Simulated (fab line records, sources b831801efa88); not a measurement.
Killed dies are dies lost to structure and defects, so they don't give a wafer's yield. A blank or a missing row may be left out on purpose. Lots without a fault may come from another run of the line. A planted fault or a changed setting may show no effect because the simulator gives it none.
Which tool did it? | flow sky130 | 13 lots, 39 wafers sampled, at 4 steps of a route of 708

WHAT THE GAUGES READ, wafer by wafer
SKY_VIA2_THK_MEAS_01. Usual: VIA2_HDPCVD_THK 1176 nm, standard deviation 17.
lot  | measured     | on            | VIA2_HDPCVD_THK (nm) | flag
L132 | day 35 10:58 | film_metro-04 | 1179 1193 1198       |
L133 | day 36 09:22 | film_metro-02 | 1177 1158 1185       |
L135 | day 36 17:08 | film_metro-04 | 1188 1196 1155       |
L137 | day 37 16:17 | film_metro-02 | 1172 1176 1163       |
L138 | day 37 16:38 | film_metro-02 | 1170 1150            |
L139 | day 37 22:25 | film_metro-01 | 1158 1186 1171       |
L140 | day 38 15:35 | film_metro-04 | 1154 1202 1162       |
L146 | day 40 19:14 | film_metro-04 | 1181 1163 1165       |
L148 | day 40 21:09 | film_metro-01 | 1178 1157 1168       |
L149 | day 41 02:31 | film_metro-04 | 1151 1197 1170       |
L153 | day 41 21:50 | film_metro-02 | 1166 1140 1153       |
L152 | day 41 21:58 | film_metro-04 | 1184 1151 1180       |
L154 | day 42 02:49 | film_metro-02 | 1178 1196 1190       |

WHICH TOOL RAN EACH LOT (tool, then ch and the chambers of the sampled wafers, then the start)
lot  | SKY_METAL2_DESCUM_17              | SKY_METAL2_METAL_ETCH_19          | SKY_METAL2_STRIP_20
L132 | rie_metal-04 ch 0,1, day 35 10:01 | rie_metal-04 ch 0,1, day 35 10:06 | plasma_asher-03 ch 0,1, day 35 10:11
L133 | rie_metal-04 ch 0,1, day 36 08:28 | rie_metal-04 ch 0,1, day 36 08:33 | plasma_asher-04 ch 0,1, day 36 08:38
L135 | rie_metal-04 ch 0,1, day 36 16:02 | rie_metal-04 ch 0,1, day 36 16:07 | plasma_asher-01 ch 0,1, day 36 16:13
L137 | rie_metal-02 ch 0,1, day 37 15:20 | rie_metal-02 ch 0,1, day 37 15:26 | plasma_asher-03 ch 0,1, day 37 15:32
L138 | rie_metal-04 ch 0,1, day 37 15:41 | rie_metal-04 ch 0,1, day 37 15:47 | plasma_asher-01 ch 0,1, day 37 15:53
L139 | rie_metal-02 ch 1, day 37 21:20   | rie_metal-02 ch 1, day 37 21:31   | plasma_asher-03 ch 0,1, day 37 21:42
L140 | rie_metal-02 ch 1, day 38 14:05   | rie_metal-02 ch 1, day 38 14:16   | plasma_asher-03 ch 0,1, day 38 14:27
L146 | rie_metal-02 ch 0,1, day 40 18:14 | rie_metal-02 ch 0,1, day 40 18:19 | plasma_asher-01 ch 0,1, day 40 18:25
L148 | rie_metal-02 ch 0,1, day 40 20:08 | rie_metal-02 ch 0,1, day 40 20:13 | plasma_asher-04 ch 0,1, day 40 20:19
L149 | rie_metal-02 ch 1, day 41 01:35   | rie_metal-02 ch 1, day 41 01:40   | plasma_asher-01 ch 1, day 41 01:46
L153 | rie_metal-02 ch 0,1, day 41 20:25 | rie_metal-02 ch 0,1, day 41 20:32 | plasma_asher-04 ch 0,1, day 41 20:38
L152 | rie_metal-02 ch 0,1, day 41 21:04 | rie_metal-02 ch 0,1, day 41 21:09 | plasma_asher-03 ch 0,1, day 41 21:14
L154 | rie_metal-03 ch 0,1, day 42 01:47 | rie_metal-03 ch 0,1, day 42 01:52 | plasma_asher-04 ch 0,1, day 42 01:58
- SKY_METAL2_DESCUM_17: chemistry O2, time 8 s.
- SKY_METAL2_METAL_ETCH_19: etches the open film in Cl2/BCl3, stops on SiO2, target depth 360 nm, time 78 s.
- SKY_METAL2_STRIP_20: strips in O2/N2.

WHAT THE TOOLS THEMSELVES READ (means of the sampled wafers that have a number; where no wafer has one, the mark that the record gives instead)
SKY_METAL2_DESCUM_17. Usual: drypump_motor_current_A 5.9 A, standard deviation 0.56; oes_product_au 1.004 a.u., standard deviation 0.012.
lot  | tool         | drypump_motor_current_A (A) | oes_product_au (a.u.) | flag
L132 | rie_metal-04 | 6.0                         | 1.001                 |
L133 | rie_metal-04 | 6.0                         | 1.002                 |
L135 | rie_metal-04 | 6.0                         | 0.997                 |
L137 | rie_metal-02 | 6.1                         | 1.009                 |
L138 | rie_metal-04 | 5.5                         | 0.989                 |
L139 | rie_metal-02 | 5.9                         | 1.011                 |
L140 | rie_metal-02 | 5.9                         | 1.006                 |
L146 | rie_metal-02 | 6.1                         | 1.012                 |
L148 | rie_metal-02 | 6.0                         | 1.012                 |
L149 | rie_metal-02 | 5.9                         | 1.008                 |
L153 | rie_metal-02 | 6.1                         | 1.007                 |
L152 | rie_metal-02 | 6.0                         | 1.009                 |
L154 | rie_metal-03 | 5.9                         | 0.994                 |

SKY_METAL2_METAL_ETCH_19. Usual: bias_w 48.53 W, standard deviation 0.15; drypump_motor_current_A 5.9 A, standard deviation 0.56; oes_product_au 0.856 a.u., standard deviation 0.0057; throttle_valve_pct 22.265 %, standard deviation 0.0094.
lot  | tool         | bias_w (W) | drypump_motor_current_A (A) | oes_product_au (a.u.) | throttle_valve_pct (%) | flag
L132 | rie_metal-04 | 48.66      | 6.1                         | 0.858                 | 22.266                 |
L133 | rie_metal-04 | 48.53      | 6.0                         | 0.864                 | 22.262                 |
L135 | rie_metal-04 | 48.42      | 6.0                         | 0.854                 | 22.276                 |
L137 | rie_metal-02 | 48.43      | 6.2                         | 0.854                 | 22.266                 |
L138 | rie_metal-04 | 48.67      | 5.5                         | 0.848                 | 22.270                 |
L139 | rie_metal-02 | 48.63      | 5.9                         | 0.854                 | 22.272                 |
L140 | rie_metal-02 | 48.62      | 5.9                         | 0.860                 | 22.268                 |
L146 | rie_metal-02 | 48.64      | 6.1                         | 0.861                 | 22.265                 |
L148 | rie_metal-02 | 48.39      | 6.0                         | 0.855                 | 22.264                 |
L149 | rie_metal-02 | 48.50      | 5.9                         | 0.850                 | 22.270                 |
L153 | rie_metal-02 | 48.46      | 6.1                         | 0.862                 | 22.265                 |
L152 | rie_metal-02 | 48.52      | 6.0                         | 0.856                 | 22.260                 |
L154 | rie_metal-03 | 48.49      | 5.9                         | 0.854                 | 22.264                 |

SKY_METAL2_STRIP_20. Usual: drypump_motor_current_A 5.8 A, standard deviation 0.45; oes_product_au 0.343 a.u., standard deviation 0.0052; strip_time_to_endpoint_s 2.70 s, standard deviation 0.048.
lot  | tool            | drypump_motor_current_A (A) | oes_product_au (a.u.) | strip_time_to_endpoint_s (s) | flag
L132 | plasma_asher-03 | 6.2                         | 0.348                 | 2.74                         |
L133 | plasma_asher-04 | 5.9                         | 0.338                 | 2.71                         |
L135 | plasma_asher-01 | 5.2                         | 0.347                 | 2.74                         |
L137 | plasma_asher-03 | 6.2                         | 0.341                 | 2.65                         |
L138 | plasma_asher-01 | 5.1                         | 0.351                 | 2.94                         | OFF
L139 | plasma_asher-03 | 6.3                         | 0.338                 | 2.64                         |
L140 | plasma_asher-03 | 6.2                         | 0.342                 | 2.71                         |
L146 | plasma_asher-01 | 5.1                         | 0.344                 | 2.64                         |
L148 | plasma_asher-04 | 5.7                         | 0.343                 | 2.66                         |
L149 | plasma_asher-01 | 5.4                         | 0.342                 | 2.67                         |
L153 | plasma_asher-04 | 5.7                         | 0.339                 | 2.68                         |
L152 | plasma_asher-03 | 6.2                         | 0.341                 | 2.67                         |
L154 | plasma_asher-04 | 5.7                         | 0.345                 | 2.75                         |

THE ANSWER, worked out from the rows above alone
Rule: a lot is off if the mean of its wafers that have a number lies more than 3 standard deviations from the usual mean. A lot without any number at a reading at which 4 lots or more have one is off too. The other lots that the step has rows for count as sound. The gauges are gone through in route order, then the tools' own readings, and for those a lot's mean is taken as printed above. The first step at which some lot is off is used, and at that step the reading that is off furthest; a lot without a number counts as furthest.
Off: L138, at SKY_METAL2_STRIP_20 (strip_time_to_endpoint_s).
A tool fits if, at that step or a process step before it, it ran every lot that is off, and no sound lot after the first of them. One fits: rie_metal-04 at SKY_METAL2_DESCUM_17 and SKY_METAL2_METAL_ETCH_19. At SKY_METAL2_DESCUM_17 its last sound lot is L135 (day 36 16:02), its first lot that is off L138 (day 37 15:41): a fault that began between those two fits.
The tool's own readings at SKY_METAL2_DESCUM_17 bear it out: on the lots that are off they differ by more than 5 times the standard deviation of the sound lots' means. drypump_motor_current_A reads 5.5 A there against 6.0 A on the sound lots.

WHAT THE SIMULATOR HAD PUT IN
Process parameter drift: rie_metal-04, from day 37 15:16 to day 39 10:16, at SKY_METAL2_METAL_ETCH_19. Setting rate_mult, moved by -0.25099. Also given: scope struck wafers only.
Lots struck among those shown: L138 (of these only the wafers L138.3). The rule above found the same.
